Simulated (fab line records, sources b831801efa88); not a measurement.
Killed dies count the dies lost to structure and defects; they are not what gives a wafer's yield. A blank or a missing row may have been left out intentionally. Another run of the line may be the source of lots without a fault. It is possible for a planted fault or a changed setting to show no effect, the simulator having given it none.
What tool caused it?	flow gf180mcu	14 lots with 42 wafers sampled at 5 steps, on a route of 602 steps

== WHAT THE GAUGES SHOWED, per wafer ==
GF_NSD_CD_MEAS_07 targets a cd of 400 nm.
lot	measured	on	cdNm (nm)
L722	day 14 19:31	cdSem-02	396.3 398.3 397.8
L723	day 15 05:20	cdSem-02	400.9 402.6 401.9
L724	day 15 10:32	cdSem-02	396.9 394.7 394.3
L725	day 15 20:12	cdSem-01	396.8 396.7 395.9
L726	day 16 03:35	cdSem-02	399.5 397.4 399.1
L727	day 16 10:16	cdSem-02	403.6 402.1 401.5
L729	day 17 04:11	cdSem-01	404.0 402.6 403.4
L730	day 17 16:20	cdSem-02	404.1 404.1 401.9
L731	day 18 02:50	cdSem-02	402.0 402.2 400.9
L732	day 18 09:58	cdSem-01	398.4 399.5 397.3
L733	day 18 16:13	cdSem-01	401.8 401.5 400.0
L734	day 19 02:52	cdSem-02	400.4 399.9 400.6
L736	day 19 22:29	cdSem-02	401.8 401.8 401.9
L741	day 21 13:04	cdSem-02	399.1 398.0 397.4

GF_SALICIDE_RS_MEAS_04: measures by four-point-probe.
lot	measured	on	SALICIDE_TIN_RS (ohm/sq)
L722	day 16 16:39	filmMetro-02	15.7 15.6 15.7
L723	day 17 03:01	filmMetro-02	16.0 15.9 16.2
L724	day 17 07:56	filmMetro-03	16.5 16.0 17.0
L725	day 17 19:35	filmMetro-01	16.6 16.7 16.2
L726	day 18 02:32	filmMetro-03	15.7 15.7 16.1
L727	day 18 11:10	filmMetro-03	16.1 15.7 16.8
L729	day 19 04:54	filmMetro-01	15.9 16.0 16.2
L730	day 19 17:19	filmMetro-03	16.3 16.2 17.2
L731	day 20 05:17	filmMetro-01	16.2 16.1 16.3
L732	day 20 12:47	filmMetro-03	16.3 15.8 16.9
L733	day 20 18:27	filmMetro-01	20.2 21.7 20.4
L734	day 21 04:58	filmMetro-03	16.9 16.9 16.6
L736	day 22 00:34	filmMetro-03	17.2 16.7 17.1
L741	day 23 14:47	filmMetro-01	20.1 20.8 20.7

GF_CONTACT_BOW_MEAS_05.
lot	measured	on	CONTACT_BOW (um)
L722	day 16 17:46	filmMetro-04	73 58 61
L723	day 17 04:01	filmMetro-04	52 73 72
L724	day 17 08:56	filmMetro-01	71 71 71
L725	day 17 20:35	filmMetro-01	59 65 67
L726	day 18 03:34	filmMetro-01	72 71 75
L727	day 18 12:12	filmMetro-04	65 72 68
L729	day 19 05:55	filmMetro-02	60 77 57
L730	day 19 18:20	filmMetro-02	74 78 54
L731	day 20 06:17	filmMetro-02	52 64 69
L732	day 20 13:47	filmMetro-04	58 61 54
L733	day 20 19:27	filmMetro-04	57 54 57
L734	day 21 05:58	filmMetro-02	65 57 74
L736	day 22 01:34	filmMetro-01	56 67 63
L741	day 23 15:47	filmMetro-01	63 70 65

== WHAT TOOL EACH LOT RAN ON (gives the tool, then ch and the chambers of the sampled wafers, and finally the start) ==
lot	GF_SALICIDE_SPUTTER_02	GF_SALICIDE_SPUTTER_03
L722	pvdSputter-02, day 16 16:35	pvdSputter-02, day 16 16:37
L723	pvdSputter-04, day 17 02:57	pvdSputter-04, day 17 02:59
L724	pvdSputter-04, day 17 07:53	pvdSputter-04, day 17 07:55
L725	pvdSputter-03, day 17 19:32	pvdSputter-03, day 17 19:34
L726	pvdSputter-02, day 18 02:29	pvdSputter-02, day 18 02:31
L727	pvdSputter-04, day 18 11:05	pvdSputter-04, day 18 11:07
L729	pvdSputter-02, day 19 04:51	pvdSputter-02, day 19 04:52
L730	pvdSputter-04, day 19 17:16	pvdSputter-04, day 19 17:18
L731	pvdSputter-02, day 20 05:14	pvdSputter-02, day 20 05:16
L732	pvdSputter-04, day 20 12:43	pvdSputter-04, day 20 12:44
L733	pvdSputter-04, day 20 18:20	pvdSputter-04, day 20 18:22
L734	pvdSputter-03, day 21 04:53	pvdSputter-03, day 21 04:55
L736	pvdSputter-03, day 22 00:28	pvdSputter-03, day 22 00:30
L741	pvdSputter-04, day 23 14:44	pvdSputter-04, day 23 14:46
- GF_SALICIDE_SPUTTER_02: material Co, target thk 10 nm, time 20 s.
- GF_SALICIDE_SPUTTER_03: material TiN, target thk 20 nm, time 16.7 s.

== WHAT THE TOOLS THEMSELVES READ (means of the sampled wafers that have a number; where no wafer has one, the mark that the record gives instead) ==
GF_SALICIDE_SPUTTER_02.
lot	tool	throttleValvePct (%)
L722	pvdSputter-02	30.7
L723	pvdSputter-04	29.3
L724	pvdSputter-04	29.8
L725	pvdSputter-03	29.6
L726	pvdSputter-02	30.2
L727	pvdSputter-04	29.8
L729	pvdSputter-02	29.6
L730	pvdSputter-04	29.9
L731	pvdSputter-02	30.6
L732	pvdSputter-04	29.7
L733	pvdSputter-04	29.6
L734	pvdSputter-03	29.7
L736	pvdSputter-03	29.4
L741	pvdSputter-04	29.4

GF_SALICIDE_SPUTTER_03.
lot	tool	throttleValvePct (%)
L722	pvdSputter-02	30.7
L723	pvdSputter-04	29.4
L724	pvdSputter-04	29.9
L725	pvdSputter-03	29.7
L726	pvdSputter-02	30.2
L727	pvdSputter-04	29.9
L729	pvdSputter-02	29.6
L730	pvdSputter-04	29.8
L731	pvdSputter-02	30.8
L732	pvdSputter-04	29.8
L733	pvdSputter-04	29.7
L734	pvdSputter-03	29.5
L736	pvdSputter-03	29.4
L741	pvdSputter-04	29.5

== THE ANSWER, worked out from the rows above alone ==
Rule: what is usual is taken from the lots themselves. The widest of any qualifying gaps counts: lots, ordered by their means at a reading, are off when they make up no more than a third of the lots, leave a main group of 4 or more, and stand apart from it by 3 or more times the standard deviation of that group's means. A main group is skipped when, at the precision printed for the reading in the tables above, its means are all equal. A lot without any number at a reading at which 4 lots or more have one is off too. Any other lot the step has rows for is counted as sound. The gauges are gone through in route order, then the tools' own readings, and for those a lot's mean is taken as printed above. The first step at which some lot is off is used, and at that step the reading that is off furthest; a lot without a number counts as furthest.
Off: L733, L741, at GF_SALICIDE_RS_MEAS_04 (SALICIDE_TIN_RS). For the main group the mean is 16.3 ohm/sq and the standard deviation 0.37.
A tool fits if, at a process step before that reading, it ran every lot that is off, and no sound lot after the first of them. The gauges at GF_SALICIDE_RS_MEAS_04 are tried like those tools. 2 tools fit, pvdSputter-04 at GF_SALICIDE_SPUTTER_02 and GF_SALICIDE_SPUTTER_03 and filmMetro-01 at GF_SALICIDE_RS_MEAS_04, so this cannot tell which one it is.

== WHAT THE SIMULATOR HAD INSERTED ==
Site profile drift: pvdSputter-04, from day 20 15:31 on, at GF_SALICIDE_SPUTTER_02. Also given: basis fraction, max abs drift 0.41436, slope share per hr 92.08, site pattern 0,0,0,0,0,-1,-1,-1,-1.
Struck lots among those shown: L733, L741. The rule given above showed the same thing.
